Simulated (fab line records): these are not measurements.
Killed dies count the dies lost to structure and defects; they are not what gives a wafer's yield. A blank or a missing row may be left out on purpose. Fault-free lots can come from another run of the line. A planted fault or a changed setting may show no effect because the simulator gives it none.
What tool caused it?	flow sfq-line	7 lots (21 wafers sampled), 1 step of a 325-step route

WHAT THE GAUGES READ, wafer by wafer
SFQ_I2_BOW_MEAS_917.
lot	measured	on	I2_BOW (um)
L447	day 25 03:06	film-metro-02	7 3 5
L449	day 27 15:35	film-metro-03	9 14 8
L455	day 34 14:10	film-metro-02	19 -3 -1
L461	day 36 15:13	film-metro-02	-3 -2 -1
L463	day 37 14:31	film-metro-04	-3 -10 -3
L466	day 38 12:44	film-metro-04	-1 7 15
L468	day 39 14:05	film-metro-04	-14 2 3

WHAT TOOL EACH LOT RAN ON (gives the tool, then ch and the chambers of the sampled wafers, and finally the start)
The record shows no process step preceding these readings.

THE ANSWER, worked out from the rows above alone
Rule: the lots themselves supply what counts as usual. Put in order of their means at a reading, lots are off if they are a third of the lots or fewer, leave a main group of 4 or more, and stand apart from it by a gap of 3 or more times the standard deviation of the main group's means; of several such gaps the widest counts. A main group whose means are all the same, to the digits that the tables above print for the reading, isn't used. A lot without any number at a reading at which 4 lots or more have one is off too. Any other lot the step has rows for is counted as sound.
Nothing can be told from this: no lot is off at any reading shown.

WHAT THE SIMULATOR HAD PUT IN
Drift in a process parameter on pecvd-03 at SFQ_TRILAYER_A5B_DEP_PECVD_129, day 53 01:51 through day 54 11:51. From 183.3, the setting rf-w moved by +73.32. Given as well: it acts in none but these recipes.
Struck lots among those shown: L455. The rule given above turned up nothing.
